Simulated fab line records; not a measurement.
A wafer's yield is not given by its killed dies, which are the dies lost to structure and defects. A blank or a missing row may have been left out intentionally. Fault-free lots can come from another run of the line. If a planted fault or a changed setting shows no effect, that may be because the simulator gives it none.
Comparing a struck lot with a sound one | flow sfq_line | 21 out of 325 route steps
Sound: wafers L679.1, L679.4, L679.6. Struck: wafer L670.5 (left out: L670.1, a lot-mate that was not struck); the cause follows at the end.
At each step with rows: each side's tool, then ch and its chambers, then its first start. Under that, the readings that differ: sound wafers | struck wafers | difference of the means | sigmas: that difference in standard deviations of wafers without a fault.
alike: words and numbers the same on both sides, and readings whose means are apart by under 2 such deviations; not compared: readings that were withheld, readings missing a value for some wafer, numbers with overlapping values and no deviation given by the record, and bounds like >300 which may hide the same value.
Wherever a step has rows on one side only, a row that says differs or no value, or a row with sigmas, the two part there. Numbers that have no deviation but don't overlap get no sigmas and don't part them. A reading missing from all wafers of one side parts the sides only when that side holds two or more wafers.

first, 2 steps without rows for these wafers: SFQ_TRILAYER_M2_LITHO_PEB_060 (peb time 60 s); SFQ_TRILAYER_M2_LITHO_DEVELOP_059 (time 60 s).
SFQ_M2_OVL_MEAS_916:
  struck on overlay-01, day 27 20:56; sound on overlay-01, day 30 18:52
  alike: M2_OVL
then, 1 step without rows for these wafers: SFQ_TRILAYER_M2_BARC_OPEN_METAL_ETCH_077 (etches BARC in O2, target depth 125 nm, time 41.7 s).
SFQ_TRILAYER_M2_ETCH_METAL_ETCH_060: etches Nb in Cl2/Ar, stops on SiO2, target depth 240 nm, time 120 s.
  sound on rie_metal-04 ch 0,1, day 30 18:58; struck on rie_metal-01 ch 1, day 27 21:02
  alike: chamber_pressure_mTorr, drypump_motor_current_A, oes_product_au
  not compared: rf_hours_counter_h
then, 3 steps without rows for these wafers: SFQ_TRILAYER_M2_STRIP_STRIP_061 (strips in O2); SFQ_TRILAYER_M2_STRIP_SOLV_CLEAN_062 (cleans in NMP, time 600 s); SFQ_TRILAYER_I2_DEP_PECVD_063 (deposits SiO2 from SiH4/N2O, time 111.11 s, target thk 500 nm).
SFQ_TRILAYER_I2_CMP_CMP_064: polishes SiO2.
  sound on cmp-02 ch 0,1,3, day 30 20:06; struck on cmp-01 ch 2, day 28 02:48
  alike: motor_current_A, retaining_ring_pressure_frac, time_to_endpoint_s
SFQ_I2_BOW_MEAS_917:
  struck on film_metro-03, day 28 03:48; sound on film_metro-04, day 30 23:06
  reading     | sound  | struck | difference | sigmas
  I2_BOW (um) | 8 26 1 | -11    | -23        | -3
SFQ_TRILAYER_I2_METRO_MEASURE_065:
  struck on film_metro-03, day 28 03:55; sound on film_metro-04, day 30 23:13
  reading     | sound             | struck | difference | sigmas
  thk_nm (nm) | 200.3 200.7 200.3 | 198.6  | -1.8       | -2
then, 1 step without rows for these wafers: SFQ_TRILAYER_I2_VIA_LITHO_COAT_072 (resist thk 62 nm).
SFQ_TRILAYER_I2_VIA_LITHO_COAT_067: resist thk 650 nm.
  sound on litho_track-01 ch 0, day 31 00:43; struck on litho_track-01 ch 0, day 28 05:25
  reading                                                 | sound           | struck | difference | sigmas
  model.KrF_of_TRILAYER_I2_VIA_LITHO_COAT_067.thk_nm (nm) | 652.6 651.5 652 | 703.3  | +51.3      |
then, 4 steps without rows for these wafers: SFQ_TRILAYER_I2_VIA_LITHO_SOFTBAKE_071; SFQ_TRILAYER_I2_VIA_LITHO_EXPOSE_068 (exposes mask I2, target cd 500 nm); SFQ_TRILAYER_I2_VIA_LITHO_PEB_070 (peb time 60 s); SFQ_TRILAYER_I2_VIA_LITHO_DEVELOP_069 (time 60 s).
SFQ_I2_OVL_MEAS_918:
  struck on overlay-02, day 28 15:17; sound on overlay-02, day 31 15:09
  alike: I2_OVL
SFQ_TRILAYER_I2_VIA_BARC_OPEN_VIA_ETCH_096: etches BARC in O2, target depth 125 nm, time 41.7 s.
  sound on rie_diel-03 ch 0,3, day 31 15:11; struck on rie_diel-03 ch 3, day 28 15:19
  alike: chamber_pressure_mTorr, drypump_motor_current_A, oes_product_au
  not compared: rf_hours_counter_h
SFQ_TRILAYER_I2_VIA_ETCH_VIA_ETCH_070: etches SiO2 in CHF3, stops on Nb, target depth 260 nm.
  sound on rie_diel-03 ch 0,3, day 31 15:14; struck on rie_diel-03 ch 3, day 28 15:22
  reading                                                 | sound         | struck | difference | sigmas
  model.KrF_of_TRILAYER_I2_VIA_LITHO_COAT_067.thk_nm (nm) | 531 529.5 530 | 581.5  | +51.3      |
  alike: chamber_pressure_mTorr, drypump_motor_current_A, oes_product_au
SFQ_TRILAYER_I2_VIA_STRIP_STRIP_071: strips in O2.
  sound on rie_metal-03 ch 0, day 31 15:20; struck on rie_metal-03 ch 1, day 28 15:29
  alike: chamber_pressure_mTorr, drypump_motor_current_A, oes_product_au
  not compared: rf_hours_counter_h

## WHERE THEY PART
Earliest at SFQ_I2_BOW_MEAS_917; latest, in this record, at SFQ_TRILAYER_I2_METRO_MEASURE_065. Later steps at which nothing parts them and some readings are alike: SFQ_I2_OVL_MEAS_918, SFQ_TRILAYER_I2_VIA_BARC_OPEN_VIA_ETCH_096, SFQ_TRILAYER_I2_VIA_ETCH_VIA_ETCH_070, SFQ_TRILAYER_I2_VIA_STRIP_STRIP_071.

WHY: what the simulator had put in
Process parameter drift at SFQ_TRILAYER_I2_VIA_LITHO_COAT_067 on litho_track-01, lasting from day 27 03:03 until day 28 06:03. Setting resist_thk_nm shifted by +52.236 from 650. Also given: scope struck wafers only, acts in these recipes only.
